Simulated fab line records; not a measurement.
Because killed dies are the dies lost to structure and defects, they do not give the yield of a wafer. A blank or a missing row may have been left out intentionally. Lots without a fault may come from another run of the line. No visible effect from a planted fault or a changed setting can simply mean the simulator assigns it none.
A struck lot beside a sound one	flow sfq_line	43 steps out of a route of 325
Sound: the wafers L216.1, L216.3, L216.5. Struck: wafers L227.2, L227.3 (left out: L227.6, a lot-mate that was not struck); the cause follows at the end.
Order at every step that has rows: each side's tool, ch and its chambers, its first start. Under that, the readings that differ: sound wafers	struck wafers	difference of the means	sigmas: that difference in standard deviations of wafers without a fault.
alike: words and numbers the same on both sides, and readings whose means are apart by under 2 such deviations; not compared: readings that were withheld, readings missing a value for some wafer, numbers with overlapping values and no deviation given by the record, and bounds like >300 which may hide the same value.
Wherever a step has rows on one side only, a row that says differs or no value, or a row with sigmas, the two part there. Numbers that have no deviation but don't overlap get no sigmas and don't part them. A reading that every wafer of one side lacks parts them only if that side has two wafers or more.

first, 3 steps without rows for these wafers: SFQ_TRILAYER_M5_LITHO_EXPOSE_124 (exposes mask M5, target cd 700 nm); SFQ_TRILAYER_M5_LITHO_PEB_126 (peb time 60 s); SFQ_TRILAYER_M5_LITHO_DEVELOP_125 (time 60 s).
SFQ_M5_OVL_MEAS_932:
  sound on overlay-02 at day 57 01:33; struck on overlay-02 at day 58 21:25
  alike: M5_OVL
then, 1 step without rows for these wafers: SFQ_TRILAYER_M5_BARC_OPEN_METAL_ETCH_161 (etches BARC in O2, target depth 125 nm, time 41.7 s).
SFQ_TRILAYER_M5_ETCH_METAL_ETCH_126: etches Nb in Cl2/BCl3, stops on SiO2, time 203.2 s, target depth 265 nm.
  sound on rie_metal-01 ch 0,1, day 57 01:39; struck on rie_metal-01 ch 1, day 58 21:37
  alike: drypump_motor_current_A, oes_product_au, rf_fwd_power_W
  not compared: rf_hours_counter_h
then, 3 steps without rows for these wafers: SFQ_TRILAYER_M5_STRIP_STRIP_127 (strips in O2); SFQ_TRILAYER_M5_STRIP_SOLV_CLEAN_128 (cleans in NMP, time 600 s); SFQ_TRILAYER_A5B_DEP_PECVD_129 (deposits SiO2 from SiH4/N2O, time 133.33 s, target thk 600 nm).
SFQ_TRILAYER_A5B_CMP_CMP_130: polishes, stops on Nb, target thk 340.7 nm.
  sound on cmp-02 ch 0,1,3, day 57 03:13; struck on cmp-01 ch 1,2, day 59 00:25
  alike: motor_current_A
then, 1 step without rows for these wafers: SFQ_TRILAYER_A5B_METRO_MEASURE_131.
SFQ_TRILAYER_R5_DEP_SPUTTER_132: material Ti, target thk 5 nm, time 5 s.
  sound on pvd_sputter-04 at day 57 06:55; struck on pvd_sputter-04 at day 59 03:37
  alike: throttle_valve_pct
SFQ_TRILAYER_R5_DEP_SPUTTER_133: material MoNx, target thk 40 nm, time 66.7 s.
  sound on pvd_sputter-04 at day 57 06:56; struck on pvd_sputter-04 at day 59 03:38
reading	sound	struck	difference	sigmas
model.MoNx_of_TRILAYER_R5_DEP_SPUTTER_133.thk_nm (nm)	40.21 40.49 39.87	64.43 64.01	+24.03	
  alike: throttle_valve_pct
then, 1 step without rows for these wafers: SFQ_TRILAYER_R5_DEP_SPUTTER_134 (material Ti, target thk 5 nm, time 5 s).
SFQ_R5_RS_MEAS_933: measurement is done with a four-point probe.
  sound on film_metro-03 at day 57 07:00; struck on film_metro-02 at day 59 03:44
reading	sound	struck	difference	sigmas
R5_MONX_RS (ohm/sq)	7.03 6.97 7.06	4.48 4.50	-2.53	-38
SFQ_R5_THK_MEAS_934: measures by xrf.
  sound on film_metro-03 at day 57 07:07; struck on film_metro-02 at day 59 03:50
reading	sound	struck	difference	sigmas
R5_MONX_THK (nm)	40.5 40.8 39.9	65.1 64.6	+24.4	+63
then, 6 steps without rows for these wafers: SFQ_TRILAYER_R5_LITHO_COAT_141 (resist thk 62 nm); SFQ_TRILAYER_R5_LITHO_COAT_136 (resist thk 600 nm); SFQ_TRILAYER_R5_LITHO_SOFTBAKE_140; SFQ_TRILAYER_R5_LITHO_EXPOSE_137 (exposes mask R5, target cd 500 nm); SFQ_TRILAYER_R5_LITHO_PEB_139 (peb time 60 s); SFQ_TRILAYER_R5_LITHO_DEVELOP_138 (time 60 s).
-- the record jumps here: 5 days lie between the struck wafers' starts before and after --
SFQ_R5_OVL_MEAS_935:
  sound on overlay-01 at day 62 02:56; struck on overlay-02 at day 63 22:16
reading	sound	struck	difference	sigmas
R5_OVL (nm)	3 6 2	-10 -7	-12	-2
then, 1 step without rows for these wafers: SFQ_TRILAYER_R5_BARC_OPEN_METAL_ETCH_177 (etches BARC in O2, target depth 125 nm, time 41.7 s).
SFQ_TRILAYER_R5_ETCH_METAL_ETCH_139: etches the open film in Cl2, stops on SiO2, target depth 60 nm, time 40 s.
  sound on rie_metal-03 ch 0,1, day 62 03:02; struck on rie_metal-04 ch 0,1, day 63 22:22
reading	sound	struck	difference	sigmas
oes_product_au (a.u.)	0.994 0.996 0.989	1.016 1.011	+0.021	+4
  alike: drypump_motor_current_A, rf_fwd_power_W
  not compared: rf_hours_counter_h
then, 9 steps without rows for these wafers: SFQ_TRILAYER_R5_STRIP_STRIP_140 (strips in O2); SFQ_TRILAYER_R5_STRIP_SOLV_CLEAN_141 (cleans in NMP, time 600 s); SFQ_TRILAYER_A5C_DEP_PECVD_142 (deposits SiO2 from SiH4/N2O, time 15.556 s, target thk 70 nm); SFQ_TRILAYER_I5_LITHO_COAT_149 (resist thk 62 nm); SFQ_TRILAYER_I5_LITHO_COAT_144 (resist thk 650 nm); SFQ_TRILAYER_I5_LITHO_SOFTBAKE_148; SFQ_TRILAYER_I5_LITHO_EXPOSE_145 (exposes mask I5, target cd 700 nm); SFQ_TRILAYER_I5_LITHO_PEB_147 (peb time 60 s); SFQ_TRILAYER_I5_LITHO_DEVELOP_146 (time 60 s).
-- the record jumps here: 4 days lie between the struck wafers' starts before and after --
SFQ_I5_OVL_MEAS_936:
  sound on overlay-02 at day 66 14:02; struck on overlay-01 at day 68 03:22
  alike: I5_OVL
then, 1 step without rows for these wafers: SFQ_TRILAYER_I5_BARC_OPEN_VIA_ETCH_200 (etches BARC in O2, target depth 125 nm, time 41.7 s).
SFQ_TRILAYER_I5_ETCH_VIA_ETCH_147: etches the open film in CHF3, stops on Nb, target depth 360 nm.
  sound on rie_diel-03 ch 2,3, day 66 14:07; struck on rie_diel-01 ch 0,2, day 68 03:26
  alike: drypump_motor_current_A, oes_product_au, rf_fwd_power_W
SFQ_TRILAYER_I5_STRIP_STRIP_148: strips in O2.
  sound on rie_metal-01 ch 0,1, day 66 14:16; struck on rie_metal-02 ch 0, day 68 03:35
  alike: drypump_motor_current_A, oes_product_au
  not compared: rf_hours_counter_h
then, 4 steps without rows for these wafers: SFQ_TRILAYER_I5_STRIP_SOLV_CLEAN_149 (cleans in NMP, time 600 s); SFQ_TRILAYER_C5_LITHO_COAT_156 (resist thk 62 nm); SFQ_TRILAYER_C5_LITHO_COAT_151 (resist thk 650 nm); SFQ_TRILAYER_C5_LITHO_SOFTBAKE_155.
-- the record jumps here: 18 days lie between the struck wafers' starts before and after --
SFQ_M8_BOW_MEAS_951:
  sound on film_metro-03 at day 77 02:32; struck on film_metro-03 at day 86 00:21
reading	sound	struck	difference	sigmas
model.etest.r5.comb_log10_ohm	12 12 12	0 0	-12	
model.etest.r5.ohm_sq	7.018 6.969 7.078	4.379 4.409	-2.628	
  alike: M8_BOW

== WHERE THEY PART ==
Earliest at SFQ_R5_RS_MEAS_933; latest, in this record, at SFQ_TRILAYER_R5_ETCH_METAL_ETCH_139. Later steps at which nothing parts them and some readings are alike: SFQ_I5_OVL_MEAS_936, SFQ_TRILAYER_I5_ETCH_VIA_ETCH_147, SFQ_TRILAYER_I5_STRIP_STRIP_148, SFQ_M8_BOW_MEAS_951.

WHY: the cause the simulator had injected
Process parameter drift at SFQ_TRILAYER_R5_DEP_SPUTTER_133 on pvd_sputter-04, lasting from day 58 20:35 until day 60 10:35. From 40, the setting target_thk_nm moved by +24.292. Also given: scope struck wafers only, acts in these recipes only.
